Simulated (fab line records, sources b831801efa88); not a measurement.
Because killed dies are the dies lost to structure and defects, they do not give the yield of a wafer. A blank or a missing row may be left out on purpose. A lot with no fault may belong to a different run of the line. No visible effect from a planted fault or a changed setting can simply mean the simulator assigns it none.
2 desks, one fault	flow gf180mcu	only its own numbers are on each desk; what lay behind them is given at the end

METROLOGY DESK
Means of the sampled wafers that have a number, per lot and without regard to the tool the lot ran on: this is what the gauges read. A lot is out of limits, marked OUT, if its mean lies more than 4 standard deviations from the usual mean; the brackets give that distance.
Columns: A = DUAL_GATE_OXIDATION_00_THK at GF_DUAL_GATE_THK_MEAS_03, usual 10.89 nm; B = DUAL_GATE_OVL at GF_DUAL_GATE_OVL_MEAS_11, usual 0.1 nm
lot	first seen here	A	B
L813	day 9 01:11	11.03	0.7
L817	day 10 05:46	10.69	-0.8
L822	day 11 17:16	11.11	0.5
L823	day 11 22:58	11.08	-1.1
L824	day 12 07:01	10.65	-1.0
L831	day 14 04:14	10.82	-0.9
L833	day 14 18:38	10.96	0.4
This desk's finding: nothing out of limits on any of the 7 lots.

AT THE TOOL OWNER'S DESK: furnace-02
The tool's own readings at GF_DUAL_GATE_OXIDATION_15 (stabilise 600 s, purge 300 s, target thk 7.098 nm): means of the sampled wafers that have a number, for each lot that ran on this tool. A lot is out of limits, marked OUT, if its mean lies more than 4 standard deviations from the usual mean; the brackets give that distance. Readings shown: 7 out of 10 (the first out of limits, and those lying furthest out on some lot).
Columns: A = spike-tc-bottom-C at GF_DUAL_GATE_OXIDATION_15, usual 864.4 C; B = spike-tc-centre-C at GF_DUAL_GATE_OXIDATION_15, usual 850.4 C; C = spike-tc-lower-C at GF_DUAL_GATE_OXIDATION_15, usual 851.1 C; D = spike-tc-top-C at GF_DUAL_GATE_OXIDATION_15, usual 863.0 C; E = spike-tc-upper-C at GF_DUAL_GATE_OXIDATION_15, usual 850.4 C; F = tube-center-temp-C at GF_DUAL_GATE_OXIDATION_15, usual 849.99 C; G = tube_center_temp_C_max at GF_DUAL_GATE_OXIDATION_15, usual 852.1
lot	first seen here	A	B	C	D	E	F	G
L813	day 9 21:59	864.8	851.0	851.2	861.0	850.8	849.98	851.9
L822	day 12 15:25	897.0 (+23) OUT	883.3 (+33) OUT	885.2 (+31) OUT	893.2 (+13) OUT	882.9 (+33) OUT	882.78 (+99 or more) OUT	884.9 (+94) OUT
L823	day 12 20:56	897.0 (+23) OUT	883.5 (+33) OUT	884.2 (+30) OUT	892.9 (+12) OUT	882.6 (+33) OUT	882.79 (+99 or more) OUT	885.1 (+94) OUT
L824	day 13 04:15	897.2 (+23) OUT	883.4 (+33) OUT	884.4 (+30) OUT	892.9 (+12) OUT	883.2 (+34) OUT	882.82 (+99 or more) OUT	884.7 (+93) OUT
This desk finds L822, L823, L824 out of limits, L822 being first, at day 12 15:25 (spike-tc-bottom-C at GF_DUAL_GATE_OXIDATION_15). L813 stayed within limits.

TAKEN TOGETHER
At day 12 15:25, on L822, L823, L824, the tool owner's desk was in a position to raise an alarm.
Metrology desk: nothing out of limits seen.
The metrology desk has L822, L823, L824 on record, within its limits.
On furnace-02, each named lot ran GF_DUAL_GATE_OXIDATION_15.

WHAT THE SIMULATOR PUT IN
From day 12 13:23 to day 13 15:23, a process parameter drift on furnace-02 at GF_DUAL_GATE_OXIDATION_15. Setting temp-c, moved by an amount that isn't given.
Shown lots that were struck: L822, L823, L824.
Delay in hours, fault start to first out-of-limits reading, by desk: the tool owner's desk at 2.
